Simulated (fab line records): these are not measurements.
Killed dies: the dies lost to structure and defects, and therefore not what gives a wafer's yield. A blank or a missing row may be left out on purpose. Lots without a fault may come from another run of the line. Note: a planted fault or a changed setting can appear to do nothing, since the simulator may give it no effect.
Which of the tools did it? | flow sky130 | Sampling: 10 lots, 30 wafers, 6 of 708 route steps

## WHAT THE GAUGES READ, wafer by wafer
SKY_VIA4_BOW_MEAS_03.
lot  | measured     | on            | VIA4_BOW (um)
L507 | day 42 21:28 | film metro-02 | 75 65 68
L508 | day 43 06:50 | film metro-02 | 83 76 84
L510 | day 43 19:32 | film metro-03 | 87 75 84
L515 | day 45 03:12 | film metro-03 | 96 88 94
L516 | day 45 09:11 | film metro-04 | 76 87 80
L517 | day 45 15:52 | film metro-03 | 85 75 84
L521 | day 46 17:04 | film metro-02 | 72 79 84
L524 | day 47 13:53 | film metro-04 | 73 74 78
L527 | day 48 00:38 | film metro-02 | 80 88 86
L530 | day 48 12:23 | film metro-02 | 73 68 68

SKY_VIA4_RS_MEAS_19: a four-point-probe measurement.
lot  | measured     | on            | VIA4_W_RS (ohm/sq)
L507 | day 43 22:05 | film metro-03 | 0.227 0.223 0.223
L508 | day 44 06:48 | film metro-03 | 0.220 0.228 0.222
L510 | day 44 19:31 | film metro-04 | 0.226 0.223 0.218
L515 | day 46 02:16 | film metro-02 | 0.226 0.221 0.222
L516 | day 46 08:15 | film metro-03 | 0.143 0.144 0.234
L517 | day 46 14:12 | film metro-04 | 0.143 0.143 0.227
L521 | day 47 14:09 | film metro-04 | 0.228 0.227 0.234
L524 | day 48 10:37 | film metro-04 | 0.228 0.224 0.222
L527 | day 48 20:38 | film metro-02 | 0.225 0.228 0.224
L530 | day 49 08:11 | film metro-04 | 0.225 0.226 0.229

SKY_VIA4_THK_MEAS_20: measures by xrf.
lot  | measured     | on            | VIA4_W_THK (nm)
L507 | day 43 22:12 | film metro-03 | 505 516 515
L508 | day 44 06:55 | film metro-03 | 533 510 525
L510 | day 44 19:38 | film metro-04 | 513 518 532
L515 | day 46 02:23 | film metro-02 | 515 524 520
L516 | day 46 08:22 | film metro-03 | 802 804 493
L517 | day 46 14:19 | film metro-04 | 817 822 510
L521 | day 47 14:15 | film metro-04 | 513 513 499
L524 | day 48 10:44 | film metro-04 | 508 523 524
L527 | day 48 20:46 | film metro-02 | 521 513 520
L530 | day 49 08:17 | film metro-04 | 517 518 509

## EACH LOT AND THE TOOL THAT RAN IT (in order: tool; ch and the chambers of the sampled wafers; start)
lot  | SKY_METAL4_STRIP_19                  | SKY_VIA4_STRIP_13                    | SKY_VIA4_CVD_18
L507 | plasma asher-01 ch 0,1, day 42 20:12 | plasma asher-03 ch 0, day 43 21:16   | cvd w-01 ch 0,1, day 43 21:55
L508 | plasma asher-01 ch 0,1, day 43 05:38 | plasma asher-04 ch 0,1, day 44 05:58 | cvd w-02 ch 0,1, day 44 06:39
L510 | plasma asher-03 ch 0,1, day 43 18:14 | plasma asher-01 ch 0,1, day 44 18:41 | cvd w-02 ch 0,1, day 44 19:22
L515 | plasma asher-03 ch 0,1, day 45 01:57 | plasma asher-03 ch 0,1, day 46 01:26 | cvd w-02 ch 0,1, day 46 02:07
L516 | plasma asher-01 ch 0,1, day 45 08:02 | plasma asher-03 ch 0,1, day 46 07:22 | cvd w-02 ch 0,1, day 46 08:04
L517 | plasma asher-03 ch 0,1, day 45 14:38 | plasma asher-03 ch 1, day 46 13:23   | cvd w-02 ch 0,1, day 46 14:02
L521 | plasma asher-03 ch 0,1, day 46 15:55 | plasma asher-01 ch 0,1, day 47 13:18 | cvd w-01 ch 0,1, day 47 14:01
L524 | plasma asher-02 ch 0,1, day 47 12:45 | plasma asher-03 ch 0,1, day 48 09:43 | cvd w-01 ch 0,1, day 48 10:28
L527 | plasma asher-02 ch 0,1, day 47 23:30 | plasma asher-03 ch 0,1, day 48 19:50 | cvd w-01 ch 0,1, day 48 20:29
L530 | plasma asher-03 ch 0,1, day 48 11:10 | plasma asher-04 ch 0,1, day 49 07:22 | cvd w-01 ch 0,1, day 49 08:01
- SKY_METAL4_STRIP_19: strips in O2/N2.
- SKY_VIA4_STRIP_13: strips in O2/N2.
- SKY_VIA4_CVD_18: deposits W, target thk 505 nm, time 152.14 s.

## WHAT THE TOOLS THEMSELVES READ (means of the sampled wafers that have a number; where no wafer has one, the mark that the record gives instead)
SKY_METAL4_STRIP_19.
lot  | tool            | drypump motor current A (A) | oes product au (a.u.) | strip time to endpoint s (s)
L507 | plasma asher-01 | 5.6                         | 0.502                 | 6.49
L508 | plasma asher-01 | 5.6                         | 0.498                 | 6.52
L510 | plasma asher-03 | 5.2                         | 0.499                 | 6.41
L515 | plasma asher-03 | 5.2                         | 0.504                 | 6.54
L516 | plasma asher-01 | 5.4                         | 0.497                 | 6.45
L517 | plasma asher-03 | 5.2                         | 0.500                 | 6.47
L521 | plasma asher-03 | 5.3                         | 0.501                 | 6.41
L524 | plasma asher-02 | 5.9                         | 0.499                 | 6.42
L527 | plasma asher-02 | 5.8                         | 0.499                 | 6.53
L530 | plasma asher-03 | 5.2                         | 0.502                 | 6.55

SKY_VIA4_STRIP_13.
lot  | tool            | drypump motor current A (A) | oes product au (a.u.) | strip time to endpoint s (s)
L507 | plasma asher-03 | 5.3                         | 0.709                 | 12.778
L508 | plasma asher-04 | 6.1                         | 0.711                 | 12.789
L510 | plasma asher-01 | 5.6                         | 0.708                 | 12.810
L515 | plasma asher-03 | 5.2                         | 0.710                 | 12.790
L516 | plasma asher-03 | 5.3                         | 0.714                 | 12.784
L517 | plasma asher-03 | 5.2                         | 0.710                 | 12.799
L521 | plasma asher-01 | 5.6                         | 0.704                 | 12.800
L524 | plasma asher-03 | 5.3                         | 0.709                 | 12.808
L527 | plasma asher-03 | 5.2                         | 0.707                 | 12.794
L530 | plasma asher-04 | 5.8                         | 0.713                 | 12.801

SKY_VIA4_CVD_18.
lot  | tool     | heater power w (W) | susceptor temp C (C)
L507 | cvd w-01 | 685                | 399.99
L508 | cvd w-02 | 875                | 399.99
L510 | cvd w-02 | 881                | 400.00
L515 | cvd w-02 | 893                | 399.84
L516 | cvd w-02 | 998                | 417.37
L517 | cvd w-02 | 990                | 416.96
L521 | cvd w-01 | 685                | 400.11
L524 | cvd w-01 | 699                | 399.91
L527 | cvd w-01 | 688                | 400.02
L530 | cvd w-01 | 694                | 399.77

## THE ANSWER, worked out from the rows above alone
Rule: the usual values come from the lots themselves. The widest of any qualifying gaps counts: lots, ordered by their means at a reading, are off when they make up no more than a third of the lots, leave a main group of 4 or more, and stand apart from it by 3 or more times the standard deviation of that group's means. A main group is skipped when, at the precision printed for the reading in the tables above, its means are all equal. A lot without any number at a reading at which 4 lots or more have one is off too. All remaining lots with rows at the step are treated as sound. The gauges are gone through in route order, then the tools' own readings, and for those a lot's mean is taken as printed above. At the first step where some lot is off, the reading lying furthest off is the one used; lots without a number count as furthest.
Off: at SKY_VIA4_RS_MEAS_19 (VIA4_W_RS), L516, L517. The main group has a mean of 0.225 ohm/sq with a standard deviation of 0.0022.
If a tool, at a process step before that reading, ran all the lots that are off and no sound lot after the first of them, it fits. Not tried: the gauges at SKY_VIA4_RS_MEAS_19; whatever is off there is also off at SKY_VIA4_CVD_18, on other tools, and gauge error can't account for it. One fits: cvd w-02 at SKY_VIA4_CVD_18. A fault onset in the window from L515 (day 46 02:07, its last sound lot) to L516 (day 46 08:04, its first lot off) fits.
On the lots that are off, the tool's own readings at SKY_VIA4_CVD_18 differ by more than 5 times the standard deviation of the sound lots' means, which bears it out; susceptor temp C reads 417.16 C there versus 399.95 C on the sound lots.

## WHAT THE SIMULATOR HAD INSERTED
cvd w-02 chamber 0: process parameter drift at SKY_VIA4_CVD_18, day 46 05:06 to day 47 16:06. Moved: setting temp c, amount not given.
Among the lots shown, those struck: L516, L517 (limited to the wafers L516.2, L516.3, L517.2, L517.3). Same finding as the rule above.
